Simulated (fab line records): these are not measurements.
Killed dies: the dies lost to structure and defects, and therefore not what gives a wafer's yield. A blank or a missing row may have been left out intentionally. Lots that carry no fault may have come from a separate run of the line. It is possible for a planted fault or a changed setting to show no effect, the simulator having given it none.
8D (eight disciplines) problem report, filled in by code + flow gf180mcu + the parts of the form that need people (team, actions taken, sign-off) are left out

== 1. THE PROBLEM ==
Mean of run-length-s at GF_STI_WET_ETCH_26: 136.1 s over 3 wafers from 1 lot, against 214.7 s (standard deviation 2.9) on wafers with no fault. Measured from the usual mean, that is -27 standard deviations.
The step: etches SiO2 in dHF, target depth 94 nm, time 188 s.
The first sign was on wafer L926.2 at day 4 04:05, on wet-bench-01. The record has a number at this step for 15 wafers belonging to 5 lots. Rule for "out", or "out of limits": more than 4 standard deviations from the usual mean. All remaining wafers that have a number are taken as sound.

== 2. WHAT IT IS; WHAT IT IS NOT ==
| question                    | is                     | is not                                                                   |
|-----------------------------|------------------------|--------------------------------------------------------------------------|
| which readings at this step | run-length-s           | bath-heat-duty-pct                                                       |
| which lots                  | L926                   | L917, L921, L933, L940                                                   |
| which wafers of those lots  | all that have a number | -                                                                        |
| read on which tools         | wet-bench-01           | wet-bench-02, wet-bench-04                                               |
| when                        | from day 4 04:05       | up to then (6 sound wafers); but 6 sound wafers of L933, L940 came after |

== 3. THE SUSPECTS, EACH WITH WHAT RULES IT OUT ==
Counting: a tool stays on the suspect list if, at a process step up to the reading, it processed all lots that are out and no sound lot following the first of them.
- rie-si-01 at GF_STI_ETCH_14 (etches Si in HBr/Cl2/O2, target depth 360 nm, time 102.9 s): ruled out as a lasting fault. Following L926 (day 4 01:22), the first lot on it that is out, the sound lots L933 were run on it.
- plasma-asher-02 at GF_STI_STRIP_15 (strips in O2/N2): kept. It ran the lot that is out, L926 (day 4 01:26), and no sound lot after that; its last sound lot up to then is L921 (day 2 22:35).
- cmp-01 at GF_STI_CMP_25 (polishes, stops on Si3N4, t overpolish 33 s, target thk 524.6 nm): kept. It ran the lot that is out, L926 (day 4 03:47), and no sound lot after that.
- wet-bench-01 at GF_STI_WET_ETCH_26 (etches SiO2 in dHF, target depth 94 nm, time 188 s): kept. It ran the lot that is out, L926 (day 4 04:05), and no sound lot after that; its last sound lot up to then is L921 (day 3 00:40). Its own run-length-s readings are out on those wafers.
plasma-asher-02 at GF_STI_STRIP_15, cmp-01 at GF_STI_CMP_25 and wet-bench-01 at GF_STI_WET_ETCH_26 are what is left after counting.

== 4. THE CAUSE (what the simulator had put in) ==
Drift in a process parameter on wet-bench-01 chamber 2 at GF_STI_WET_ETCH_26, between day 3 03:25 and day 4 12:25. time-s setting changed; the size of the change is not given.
After counting, 3 suspects remain, this tool included.

== 5. SEQUENCE OF EFFECTS, ordered by route ==
One row per reading whose mean, taken over the struck wafers that have a number, lies over 3 standard deviations from the usual. Scope: only readings with a usual standard deviation given in the record; hours: median across lots of the time from each lot's start at the first step in this table that gives one to its start at this step; sigmas: change in usual standard deviations.
| hours | step               | reading      | usual   | on struck wafers | change | sigmas |
|-------|--------------------|--------------|---------|------------------|--------|--------|
| 0     | GF_STI_WET_ETCH_26 | run-length-s | 214.7 s | 136.1            | -78.6  | -27    |
Process steps it contains:
- GF_STI_WET_ETCH_26: etches SiO2 in dHF, target depth 94 nm, time 188 s.
Later steps that measure or inspect, where all struck wafers having a row at the step show a number for every such reading and not one has moved that far: GF_STI_THK_MEAS_30, GF_DNWELL_TW_MEAS_09, GF_NWELL_OVL_MEAS_07, GF_NWELL_TW_MEAS_11.

== 6. HOW IT WOULD HAVE BEEN CAUGHT EARLIER ==
First out-of-limits reading in this record: day 4 04:05, which is 25 hours after fault onset at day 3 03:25.
